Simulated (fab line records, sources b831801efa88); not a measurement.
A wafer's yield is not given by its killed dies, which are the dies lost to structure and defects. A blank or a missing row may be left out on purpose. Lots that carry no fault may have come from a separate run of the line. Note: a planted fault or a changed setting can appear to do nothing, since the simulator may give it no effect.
fab line records    flow sky130
[record] lots = 11  wafers = 33  last-day = 50
route steps=708 shown VIA4@641 METAL5@664 PASSIVATION@683 PAD_OPEN@702
lots untouched by any fault: they come from a run of this same line in which no faults occurred
start-h: hours from the record's opening day to when the first of the lot's shown wafers began    wait-h: time in hours since the lot's previous step    " the same as in the row above    L1.1+2: several wafers, shown together as one row    - no value, or no start given    * or withheld: withheld    < > ~ a bound
route shown NAME@n: a module of which the file shows steps, and the number in the route of the first    usual: the fault-free wafers' mean and standard deviation    same: alike in all rows    chamber/n: place in a boat    sites: each site's reading    _std_site: the standard deviation of these    _edge_site: mean of outer sites minus mean of inner sites    radius-mm: how far each site lies from the wafer's centre    mask NAME#n: copy n    behind: tool/chamber where the wafer was last shaped    hold: reason for holding the lot/hours on hold/outcome of the hold    device: transistor that didn't switch, given as n, p or np    end of line: tests of these same wafers at the route's end    a step with no rows: only its recipe    killed: the dies lost at the first sort to structure and to defects; this is not the yield of the wafer    map: per-die view of a wafer (x killed, . not killed, _ where there is no die)
set.NAME: the run value of the setting; set.NAME@STEP: its run value at that earlier step    model.NAME: the simulator's own value behind a step, which no gauge read
steps of the route over a sample of lots; a table a step, a row a wafer
services: the hour from which a tool's chamber was out of use, counted from the record's first day as start-h (under 0 if before that day), plus the number of hours and why
[[steps]]
[step SKY_VIA4_CMP_02]
[recipe] material = SiO2  down-force-psi = 4  platen-rpm = 60  pad-velocity-m-s = 0.94248
[usual] motor-current-A = 12.2/1.3  retaining-ring-pressure-frac = 0.999/0.0048
lot.wafer  tool    chamber  start-h  wait-h  motor-current-A  retaining-ring-pressure-frac
L874.2     cmp-01  0        986.86   0.0     12.1             1.000
L874.3     "       3        "        "       12.2             0.995
L874.6     "       0        "        "       12.2             0.996
L876.4     cmp-02  1        995.94   0.0     14.6             0.999
L876.3     "       2        "        "       11.9             1.009
L876.1     "       0        "        "       13.3             0.995
L878.1     cmp-01  1        1011.59  0.1     11.6             0.997
L878.3     "       2        "        "       10.7             1.002
L878.4     "       3        "        "       13.2             0.996
L880.4     cmp-02  0        1021.92  0.0     13.3             0.993
L880.6     "       0        "        "       13.0             0.997
L880.5     "       1        "        "       14.7             1.002
L883.2     cmp-02  2        1043.57  0.1     12.2             1.000
L883.3     "       3        "        "       11.2             0.998
L883.1     "       0        "        "       13.2             0.999
L884.1     cmp-02  0        1049.86  0.1     13.8             1.000
L884.4     "       1        "        "       14.8             0.997
L884.2     "       2        "        "       11.5             1.002
L890.2     cmp-01  2        1084.40  0.3     10.8             1.000
L890.4     "       3        "        "       12.8             1.006
L890.1     "       1        "        "       12.3             0.994
L891.2     cmp-01  2        1092.86  0.0     10.5             1.000
L891.4     "       1        "        "       12.7             1.002
L891.5     "       3        "        "       13.4             1.001
L894.1     cmp-01  1        1111.11  0.4     12.2             0.997
L894.2     "       3        "        "       13.5             0.991
L894.6     "       1        "        "       11.9             0.999
L895.3     cmp-01  1        1115.25  0.0     11.9             0.995
L895.2     "       3        "        "       13.2             0.996
L895.5     "       1        "        "       11.9             0.994
L896.2     cmp-02  3        1115.81  0.0     12.0             1.002
L896.3     "       0        "        "       13.9             1.001
L896.4     "       2        "        "       12.4             1.006
[step SKY_METAL5_SPUTTER_03]
[recipe] material = Ti  target-thk-nm = 5  power-w = 3000  time-s = 3.3  chamber-pressure-pa = 0.4
[usual] chamber-pressure-pa = 0.4000/0.00086  throttle-valve-pct = 30.3/0.78
lot.wafer  tool            chamber  start-h  wait-h  chamber-pressure-pa  throttle-valve-pct
L874.2     pvd-sputter-02  -        1011.46  0.0     0.4014               30.5
L874.3     "               -        "        "       0.3999               31.1
L874.6     "               -        "        "       0.4002               30.1
L876.1     pvd-sputter-02  -        1020.78  0.0     0.3998               30.5
L876.3     "               -        "        "       0.3988               30.2
L876.4     "               -        "        "       0.3996               30.1
L878.1     pvd-sputter-04  -        1035.58  0.0     0.3987               29.5
L878.3     "               -        "        "       0.3997               30.2
L878.4     "               -        "        "       0.4007               29.8
L880.4     pvd-sputter-03  -        1045.95  0.0     0.4009               32.3
L880.5     "               -        "        "       0.4002               32.2
L880.6     "               -        "        "       0.4012               28.9
L883.1     pvd-sputter-04  -        1066.26  0.0     0.3998               30.1
L883.2     "               -        "        "       0.3996               29.6
L883.3     "               -        "        "       0.3982               30.8
L884.1     pvd-sputter-03  -        1072.68  0.0     0.3990               28.9
L884.2     "               -        "        "       0.3989               32.0
L884.4     "               -        "        "       0.3996               30.3
L890.1     pvd-sputter-03  -        1106.78  0.0     0.3994               30.2
L890.2     "               -        "        "       0.4011               29.2
L890.4     "               -        "        "       0.4012               29.1
L891.2     pvd-sputter-02  -        1114.86  0.0     0.3985               30.4
L891.4     "               -        "        "       0.4005               31.1
L891.5     "               -        "        "       0.3993               30.0
L894.1     pvd-sputter-04  -        1131.86  0.0     0.3995               30.1
L894.2     "               -        "        "       0.3984               30.0
L894.6     "               -        "        "       0.4005               29.7
L895.2     pvd-sputter-04  -        1137.17  0.0     0.4001               30.8
L895.3     "               -        "        "       0.3993               29.5
L895.5     "               -        "        "       0.3999               29.8
L896.2     pvd-sputter-02  -        1137.25  0.0     0.3989               31.1
L896.3     "               -        "        "       0.4008               30.2
L896.4     "               -        "        "       0.3996               30.3
[step SKY_PASSIVATION_CVD_02]
[recipe] material = Si3N4  target-thk-nm = 540  temp-c = 400  time-s = withheld  rf-w = 450
[usual] heater-power-w = 690/110  susceptor-temp-C = 400.02/0.18
lot.wafer  tool      chamber  start-h  wait-h  heater-power-w  susceptor-temp-C
L874.2     pecvd-03  0        1035.59  0.0     569             400.16
L874.3     "         2        "        "       721             400.18
L874.6     "         1        "        "       872             399.76
L876.1     pecvd-01  1        1044.16  0.1     791             400.12
L876.3     "         0        "        "       589             399.98
L876.4     "         0        "        "       615             400.01
L878.1     pecvd-03  2        1058.01  0.1     736             400.17
L878.3     "         1        "        "       855             399.87
L878.4     "         1        "        "       898             400.00
L880.4     pecvd-03  0        1068.94  0.1     666             400.11
L880.5     "         2        "        "       702             399.97
L880.6     "         1        "        "       866             399.96
L883.1     pecvd-03  1        1088.62  0.1     892             399.89
L883.2     "         2        "        "       656             399.98
L883.3     "         0        "        "       564             399.91
L884.1     pecvd-03  2        1094.49  0.1     705             400.37
L884.2     "         0        "        "       638             399.99
L884.4     "         2        "        "       731             399.92
L890.1     pecvd-01  2        1127.01  0.1     724             400.15
L890.2     "         1        "        "       862             399.86
L890.4     "         1        "        "       923             399.94
L891.2     pecvd-01  0        1135.56  0.0     623             400.24
L891.4     "         2        "        "       620             400.30
L891.5     "         1        "        "       918             399.74
L894.1     pecvd-01  1        1150.93  0.1     817             399.75
L894.2     "         2        "        "       602             399.94
L894.6     "         2        "        "       606             400.07
L895.2     pecvd-04  1        1156.63  0.0     729             399.83
L895.3     "         0        "        "       642             400.11
L895.5     "         2        "        "       578             399.90
L896.2     pecvd-01  0        1156.97  0.0     618             400.21
L896.3     "         1        "        "       869             399.92
L896.4     "         1        "        "       876             399.73
[step SKY_PASSIVATION_THK_MEAS_03]
[recipe] reads = Si3N4_of_PASSIVATION_CVD_02
[usual] PASSIVATION_CVD_02_THK = 539/6.9
lot.wafer  tool           chamber  start-h  wait-h  PASSIVATION_CVD_02_THK[nm]
L874.2     film-metro-01  -        1035.82  -       549
L874.3     "              -        "        "       542
L874.6     "              -        "        "       558
L876.1     film-metro-01  -        1044.38  -       532
L876.3     "              -        "        "       527
L876.4     "              -        "        "       536
L878.1     film-metro-01  -        1058.23  -       543
L878.3     "              -        "        "       538
L878.4     "              -        "        "       549
L880.4     film-metro-02  -        1069.08  -       746
L880.5     "              -        "        "       547
L880.6     "              -        "        "       545
L883.1     film-metro-02  -        1088.85  -       532
L883.2     "              -        "        "       532
L883.3     "              -        "        "       725
L884.1     film-metro-02  -        1094.71  -       542
L884.2     "              -        "        "       735
L884.4     "              -        "        "       547
L890.1     film-metro-01  -        1127.24  -       526
L890.2     "              -        "        "       532
L890.4     "              -        "        "       539
L891.2     film-metro-02  -        1135.80  -       529
L891.4     "              -        "        "       536
L891.5     "              -        "        "       538
L894.1     film-metro-02  -        1151.16  -       534
L894.2     "              -        "        "       527
L894.6     "              -        "        "       542
L895.2     film-metro-03  -        1156.87  -       534
L895.3     "              -        "        "       531
L895.5     "              -        "        "       542
L896.2     film-metro-03  -        1157.21  -       529
L896.3     "              -        "        "       534
L896.4     "              -        "        "       546
[step SKY_PAD_OPEN_STRIP_08]
[recipe] chemistry = O2/N2  power-w = 1400  pressure-mtorr = 1500  platen-temp-c = withheld  overash-fraction = 0.7  o2-flow-sccm = 3000  n2-flow-sccm = 300
[usual] drypump-motor-current-A = 5.43/0.29  n2-flow-sccm = 300.0/0.89  oes-product-au = 0.664/0.0048  strip-time-to-endpoint-s = 37.07/0.12
lot.wafer  tool             chamber  start-h  wait-h  drypump-motor-current-A  n2-flow-sccm  oes-product-au  rf-hours-counter-h  strip-time-to-endpoint-s
L874.2     plasma-asher-02  1        1079.01  0.1     5.78                     300.4         0.668           96                  37.20
L874.3     "                1        "        "       5.75                     299.3         0.665           -                   37.06
L874.6     "                0        "        "       5.56                     299.5         0.663           -                   37.07
L876.1     plasma-asher-01  1        1087.12  0.1     5.43                     301.1         0.674           70                  37.26
L876.3     "                1        "        "       5.40                     299.2         0.676           -                   37.22
L876.4     "                0        "        "       4.81                     299.9         0.664           -                   37.25
L878.1     plasma-asher-02  0        1100.92  0.1     5.57                     298.3         0.668           98                  37.17
L878.3     "                0        "        "       5.56                     299.0         0.659           -                   37.00
L878.4     "                1        "        "       5.77                     299.8         0.659           -                   37.13
L880.4     plasma-asher-02  0        1111.16  0.0     5.55                     298.7         0.671           -                   37.04
L880.5     "                0        "        "       5.58                     298.8         0.662           -                   37.08
L880.6     "                1        "        "       5.76                     300.4         0.665           -                   37.02
L883.1     plasma-asher-02  0        1127.41  0.1     5.55                     298.4         0.662           100                 37.18
L883.2     "                1        "        "       5.74                     299.6         0.659           100                 37.08
L883.3     "                1        "        "       5.75                     300.4         0.666           -                   37.07
L884.1     plasma-asher-02  0        1134.51  0.1     5.56                     299.9         0.669           101                 37.07
L884.2     "                1        "        "       5.73                     301.2         0.658           101                 37.13
L884.4     "                1        "        "       5.75                     300.5         0.663           -                   37.04
L890.1     plasma-asher-02  1        1163.66  0.1     5.76                     299.2         0.662           104                 37.08
L890.2     "                0        "        "       5.56                     300.6         0.658           104                 37.03
L890.4     "                0        "        "       5.56                     299.1         0.654           -                   37.01
L891.2     plasma-asher-01  0        1170.68  0.1     4.83                     301.2         0.670           78                  36.89
L891.4     "                1        "        "       5.44                     300.1         0.658           -                   36.85
L891.5     "                0        "        "       4.81                     300.0         0.674           -                   36.84
L894.1     plasma-asher-02  0        1184.32  0.1     5.56                     300.2         0.669           106                 36.95
L894.2     "                1        "        "       5.76                     300.1         0.664           106                 37.02
L894.6     "                1        "        "       5.74                     300.4         0.667           -                   37.11
L895.2     plasma-asher-04  1        1188.97  0.1     5.25                     300.4         0.668           11                  36.97
L895.3     "                1        "        "       5.27                     299.6         0.669           -                   36.95
L895.5     "                1        "        "       5.27                     299.6         0.659           -                   36.93
L896.2     plasma-asher-01  1        1189.97  0.1     5.42                     299.1         0.668           80                  37.03
L896.3     "                0        "        "       4.81                     301.3         0.671           -                   37.07
L896.4     "                1        "        "       5.42                     299.3         0.654           -                   37.00
[step SKY_PAD_OPEN_PROBE_99]
[usual] defect-limited-yield = 82.4/2  killed_at_M0_to_M3 = 44/6.8  killed_at_M4_up = 3.4/2  killed-at-contacts = 24/5.2  killed-at-front-end = 15/5.2  killed-at-other = 0.2/0.46  killed-dies = 87/9.8  killed-open = 47/7.5  killed-short = 39/6.8  sort_bin_3_pad_short = 0.8/0.37  sort_bin_5_function = 10.5/1.5  sort_bin_6_memory = 6.3/1.2  sort-n-pass = 405/9.8  sort-yield-pct = 82.4/2
[same] gross-dies = 492  killed-at-back-side = 0  sort_bin_4_leakage[%] = 0  sort_bin_8_speed[%] = 0
lot.wafer  tool       chamber  start-h  wait-h  defect-limited-yield[%]  killed_at_M0_to_M3  killed_at_M4_up  killed-at-contacts  killed-at-front-end  killed-at-other  killed-dies  killed-open  killed-short  sort_bin_3_pad_short[%]  sort_bin_5_function[%]  sort_bin_6_memory[%]  sort-n-pass  sort-yield-pct[%]
L874.2     prober-02  -        1081.35  0.1     82.7                     43                  2                27                  13                   0                85           53           32            0.4                      10.8                    6.1                   407          82.7
L874.3     prober-02  -        1081.40  0.2     82.3                     43                  4                19                  20                   1                87           48           39            1.0                      10.4                    6.3                   405          82.3
L874.6     prober-02  -        1081.55  0.2     81.7                     49                  5                20                  16                   0                90           45           45            0.4                      12.0                    5.9                   402          81.7
L883.1     prober-01  -        1129.68  0.1     82.5                     40                  2                28                  16                   0                86           48           38            1.0                      10.6                    5.9                   406          82.5
L883.2     prober-01  -        1129.73  0.1     81.9                     53                  3                16                  17                   0                89           45           44            1.0                      9.6                     7.5                   403          81.9
L883.3     prober-01  -        1129.78  0.2     83.1                     36                  6                23                  18                   0                83           40           43            0.6                      9.8                     6.5                   409          83.1
L890.1     prober-02  -        1165.87  0.1     83.5                     47                  2                19                  13                   0                81           47           34            0.6                      11.2                    4.7                   411          83.5
L890.2     prober-02  -        1165.92  0.1     83.7                     49                  1                19                  10                   1                80           43           37            0.6                      9.6                     6.1                   412          83.7
L890.4     prober-02  -        1166.02  0.2     83.5                     40                  4                23                  14                   0                81           46           35            0.4                      10.2                    5.9                   411          83.5
L894.1     prober-02  -        1186.57  0.1     81.7                     51                  4                13                  22                   0                90           55           35            0.4                      9.8                     8.1                   402          81.7
L894.2     prober-02  -        1186.62  0.1     85.8                     41                  0                18                  11                   0                70           31           39            0.4                      8.5                     5.3                   422          85.8
L894.6     prober-02  -        1186.82  0.2     84.6                     45                  4                17                  10                   0                76           40           36            0.6                      8.1                     6.7                   416          84.6
// killed by level:class
L874.2 LI_CONTACT:geometric-particle:open=10 VIA2:geometric-particle:open=9 VIA1:geometric-particle:open=8 VIA3:geometric-particle:open=8 CONTACT:geometric-particle:short=7 METAL1:geometric-particle:short=5 VIA1:geometric-particle:short=5 FIELD_ISO:geometric-particle:open=3
L874.3 METAL1:geometric-particle:short=10 VIA1:geometric-particle:open=10 POLY_GATE:geometric-particle:short=7 LI_CONTACT:geometric-particle:open=7 VIA3:geometric-particle:open=7 CONTACT:geometric-particle:open=6 VIA2:geometric-particle:open=6 POLY_GATE:geometric-particle:open=5
L874.6 POLY_GATE:geometric-particle:short=8 VIA2:geometric-particle:open=8 CONTACT:geometric-particle:open=8 VIA1:geometric-particle:open=8 VIA3:geometric-particle:open=7 METAL1:geometric-particle:short=6 VIA3:geometric-particle:short=6 LI_CONTACT:geometric-particle:open=5
L883.1 VIA1:geometric-particle:open=9 CONTACT:geometric-particle:open=8 METAL2:geometric-particle:short=8 LI_CONTACT:geometric-particle:open=8 FIELD_ISO:geometric-particle:short=5 FIELD_ISO:geometric-particle:open=5 LOCAL_INTERCONNECT:geometric-particle:short=5 VIA2:geometric-particle:open=5
L883.2 VIA1:geometric-particle:open=13 VIA3:geometric-particle:open=8 METAL2:geometric-particle:short=7 LOCAL_INTERCONNECT:geometric-particle:short=7 POLY_GATE:geometric-particle:open=6 VIA2:geometric-particle:open=5 POLY_GATE:geometric-particle:short=4 CONTACT:geometric-particle:open=4
L883.3 CONTACT:geometric-particle:open=9 FIELD_ISO:geometric-particle:short=7 VIA1:geometric-particle:short=6 VIA3:geometric-particle:open=6 VIA1:geometric-particle:open=6 FIELD_ISO:geometric-particle:open=5 LOCAL_INTERCONNECT:geometric-particle:short=4 CONTACT:geometric-particle:short=4
L890.1 VIA1:geometric-particle:open=21 VIA1:geometric-particle:short=6 CONTACT:geometric-particle:open=6 VIA2:geometric-particle:open=5 CONTACT:geometric-particle:short=5 METAL1:geometric-particle:short=5 FIELD_ISO:geometric-particle:short=4 LI_CONTACT:geometric-particle:open=4
L890.2 VIA1:geometric-particle:open=21 VIA1:geometric-particle:short=8 METAL2:geometric-particle:short=8 CONTACT:geometric-particle:open=7 LI_CONTACT:geometric-particle:open=5 CONTACT:geometric-particle:short=5 METAL1:geometric-particle:short=5 POLY_GATE:geometric-particle:short=3
L890.4 VIA1:geometric-particle:open=10 CONTACT:geometric-particle:open=8 LI_CONTACT:geometric-particle:open=6 VIA1:geometric-particle:short=6 VIA3:geometric-particle:open=6 LI_CONTACT:geometric-particle:short=5 FIELD_ISO:geometric-particle:short=3 POLY_GATE:geometric-particle:short=3
L894.1 VIA1:geometric-particle:open=10 POLY_GATE:geometric-particle:open=9 VIA2:geometric-particle:open=9 VIA3:geometric-particle:open=8 CONTACT:geometric-particle:open=7 METAL1:geometric-particle:short=6 VIA3:geometric-particle:short=5 FIELD_ISO:geometric-particle:open=4
L894.2 VIA1:geometric-particle:open=10 METAL1:geometric-particle:short=8 LOCAL_INTERCONNECT:geometric-particle:short=5 CONTACT:geometric-particle:open=5 VIA1:geometric-particle:short=4 METAL2:geometric-particle:short=4 VIA2:geometric-particle:short=4 VIA3:geometric-particle:open=4
L894.6 VIA1:geometric-particle:open=12 VIA3:geometric-particle:open=7 CONTACT:geometric-particle:open=6 VIA1:geometric-particle:short=6 METAL3:geometric-particle:short=6 METAL1:geometric-particle:short=5 LI_CONTACT:geometric-particle:open=4 METAL2:geometric-particle:short=4
[[services]]
tool             chamber  start-h  hours  kind
pecvd-04         1        982.40   19.4   repair
pvd-sputter-03   -        988.03   3.4    repair
pecvd-01         1        999.91   17.4   repair
pecvd-04         -        1010.90  6.0    pm
pvd-sputter-04   -        1020.62  0.9    repair
pecvd-04         -        1031.93  2.8    pm
cmp-01           -        1039.91  1.2    repair
plasma-asher-01  -        1048.08  2.8    pm
pvd-sputter-03   -        1052.32  6.8    repair
plasma-asher-04  -        1055.25  9.0    pm
cmp-02           -        1064.51  0.4    repair
pecvd-03         -        1071.42  2.8    pm
pecvd-01         -        1075.79  1.5    repair
cmp-02           -        1080.51  2.8    repair
cmp-02           -        1084.03  4.0    pm
pvd-sputter-03   -        1085.42  2.2    repair
cmp-02           -        1100.02  14.4   pm
pecvd-01         -        1112.04  2.8    pm
plasma-asher-04  -        1126.10  3.5    repair
pvd-sputter-04   -        1153.48  1.0    repair
cmp-02           -        1159.25  5.6    pm
pvd-sputter-02   -        1164.37  4.5    repair
cmp-01           -        1176.23  4.0    pm
cmp-01           -        1183.57  5.4    pm
[[key]]
[first-sign] step = SKY_PASSIVATION_THK_MEAS_03  reading = PASSIVATION_CVD_02_THK  direction = up  sigmas = 28  usual = 539  struck = 735
effect none on later readings
met-at SKY_PASSIVATION_CVD_02
struck-lots L880,L883,L884
struck-wafers L880.4,L883.3,L884.2
not-acting-at SKY_VIA4_CMP_02,SKY_METAL5_SPUTTER_03,SKY_PAD_OPEN_STRIP_08
onset-between 1035.59 1068.94
[fault] kind = process-parameter-drift  tool = pecvd-03  chamber = 0  onset-h = 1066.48  steps = SKY_PASSIVATION_CVD_02  channel = target-thk-nm  offset = 196.3  shape = step  end-h = 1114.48  acts-in = these-recipes-only  stated = 540
